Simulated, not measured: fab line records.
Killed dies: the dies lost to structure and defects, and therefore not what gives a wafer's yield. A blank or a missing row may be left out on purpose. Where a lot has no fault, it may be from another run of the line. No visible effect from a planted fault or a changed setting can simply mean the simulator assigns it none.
Which tool was responsible? + flow sky130 + Sampling: 14 lots, 42 wafers, 3 of 708 route steps

WHAT THE GAUGES READ, wafer by wafer
SKY_FIELD_ISO_BOW_MEAS_00.
| lot  | measured    | on            | INCOMING_BOW (um) |
|------|-------------|---------------|-------------------|
| L693 | day 1 10:02 | film metro-02 | -16 4 -13         |
| L694 | day 1 15:00 | film metro-02 | -1 3 1            |
| L698 | day 2 11:00 | film metro-04 | 2 -7 -1           |
| L699 | day 2 16:00 | film metro-01 | -3 -3 1           |
| L700 | day 2 21:00 | film metro-04 | -11 5 5           |
| L702 | day 3 07:01 | film metro-04 | 3 -3 -9           |
| L703 | day 3 12:01 | film metro-04 | -13 0 -3          |
| L709 | day 4 18:00 | film metro-01 | 5 1 1             |
| L711 | day 5 04:00 | film metro-01 | -4 7 3            |
| L712 | day 5 09:00 | film metro-01 | 2 -7 7            |
| L713 | day 5 14:04 | film metro-04 | -11 1 1           |
| L714 | day 5 19:00 | film metro-02 | 5 -3 7            |
| L715 | day 6 00:00 | film metro-04 | 1 -7 -13          |
| L716 | day 6 05:01 | film metro-01 | 9 4 -2            |

SKY_VT_ADJUST_NCORE_CD_MEAS_07: the cd target is 380 nm.
| lot  | measured     | on        | cd nm (nm)        |
|------|--------------|-----------|-------------------|
| L693 | day 9 11:11  | cd sem-02 | 383.7 382.8 382.9 |
| L694 | day 9 10:15  | cd sem-01 | 380.1 382.3 378.9 |
| L698 | day 10 06:58 | cd sem-02 | 380.1 382.3 380.0 |
| L699 | day 10 05:40 | cd sem-02 | 378.6 379.4 380.0 |
| L700 | day 10 16:31 | cd sem-01 | 380.3 382.0 379.5 |
| L702 | day 11 11:44 | cd sem-02 | 384.4 388.1 386.8 |
| L703 | day 11 11:20 | cd sem-01 | 382.0 383.9 382.9 |
| L709 | day 13 14:22 | cd sem-01 | 385.5 386.7 389.3 |
| L711 | day 13 20:04 | cd sem-02 | 380.7 379.7 381.6 |
| L712 | day 14 01:42 | cd sem-01 | 379.2 379.7 380.4 |
| L713 | day 14 12:13 | cd sem-02 | 384.7 383.0 385.5 |
| L714 | day 14 18:13 | cd sem-02 | 381.9 382.2 379.7 |
| L715 | day 15 04:43 | cd sem-01 | 381.6 383.8 383.8 |
| L716 | day 15 13:29 | cd sem-01 | 380.4 378.8 380.8 |

WHAT TOOL EACH LOT RAN ON (gives the tool, then ch and the chambers of the sampled wafers, and finally the start)
| lot  | SKY_VT_ADJUST_HVTP_STRIP_10          |
|------|--------------------------------------|
| L693 | plasma asher-02 ch 0,1, day 6 20:52  |
| L694 | plasma asher-04 ch 0,1, day 6 19:53  |
| L698 | plasma asher-02 ch 0,1, day 7 14:58  |
| L699 | plasma asher-02 ch 0,1, day 7 14:07  |
| L700 | plasma asher-03 ch 0,1, day 7 23:46  |
| L702 | plasma asher-03 ch 0,1, day 8 17:04  |
| L703 | plasma asher-03 ch 0,1, day 8 16:10  |
| L709 | plasma asher-04 ch 0,1, day 10 13:53 |
| L711 | plasma asher-04 ch 0,1, day 10 19:52 |
| L712 | plasma asher-04 ch 0,1, day 11 02:13 |
| L713 | plasma asher-04 ch 0,1, day 11 11:50 |
| L714 | plasma asher-04 ch 0, day 11 18:14   |
| L715 | plasma asher-04 ch 0,1, day 12 03:28 |
| L716 | plasma asher-03 ch 0,1, day 12 11:14 |
- SKY_VT_ADJUST_HVTP_STRIP_10: strips in O2/N2.

WHAT THE TOOLS THEMSELVES READ (means of the sampled wafers that have a number; where no wafer has one, the mark that the record gives instead)
SKY_VT_ADJUST_HVTP_STRIP_10.
| lot  | tool            | drypump motor current A (A) | n2 flow sccm (sccm) | oes product au (a.u.) | strip time to endpoint s (s) |
|------|-----------------|-----------------------------|---------------------|-----------------------|------------------------------|
| L693 | plasma asher-02 | 5.68                        | 299.6               | 0.712                 | 14.14                        |
| L694 | plasma asher-04 | 5.78                        | 300.6               | 0.718                 | 14.21                        |
| L698 | plasma asher-02 | 5.72                        | 299.6               | 0.714                 | 14.10                        |
| L699 | plasma asher-02 | 5.68                        | 300.5               | 0.721                 | 14.14                        |
| L700 | plasma asher-03 | 5.50                        | 298.8               | 0.716                 | 14.24                        |
| L702 | plasma asher-03 | 5.56                        | 299.2               | 0.721                 | 14.21                        |
| L703 | plasma asher-03 | 5.48                        | 299.7               | 0.718                 | 14.21                        |
| L709 | plasma asher-04 | 5.79                        | 300.0               | 0.713                 | 14.15                        |
| L711 | plasma asher-04 | 5.98                        | 299.2               | 0.715                 | 14.17                        |
| L712 | plasma asher-04 | 6.00                        | 300.1               | 0.715                 | 14.18                        |
| L713 | plasma asher-04 | 5.76                        | 301.0               | 0.716                 | 14.20                        |
| L714 | plasma asher-04 | 5.59                        | 299.4               | 0.717                 | 14.12                        |
| L715 | plasma asher-04 | 6.01                        | 299.8               | 0.719                 | 14.16                        |
| L716 | plasma asher-03 | 5.49                        | 300.2               | 0.718                 | 14.26                        |

THE ANSWER, worked out from the rows above alone
Rule: usual is defined by the lots themselves. The widest of any qualifying gaps counts: lots, ordered by their means at a reading, are off when they make up no more than a third of the lots, leave a main group of 4 or more, and stand apart from it by 3 or more times the standard deviation of that group's means. The tables above print the reading to a certain number of digits; a main group whose means all agree to those digits is not used. Also off: a lot with no number at a reading for which 4 or more lots have one. All remaining lots with rows at the step are treated as sound. Order of review: gauges by route order, followed by the tools' own readings, for which a lot's mean as printed above is used. At the first step where some lot is off, the reading lying furthest off is the one used; lots without a number count as furthest.
None of the lots is off at any reading shown; this tells nothing.

WHAT THE SIMULATOR HAD PUT IN
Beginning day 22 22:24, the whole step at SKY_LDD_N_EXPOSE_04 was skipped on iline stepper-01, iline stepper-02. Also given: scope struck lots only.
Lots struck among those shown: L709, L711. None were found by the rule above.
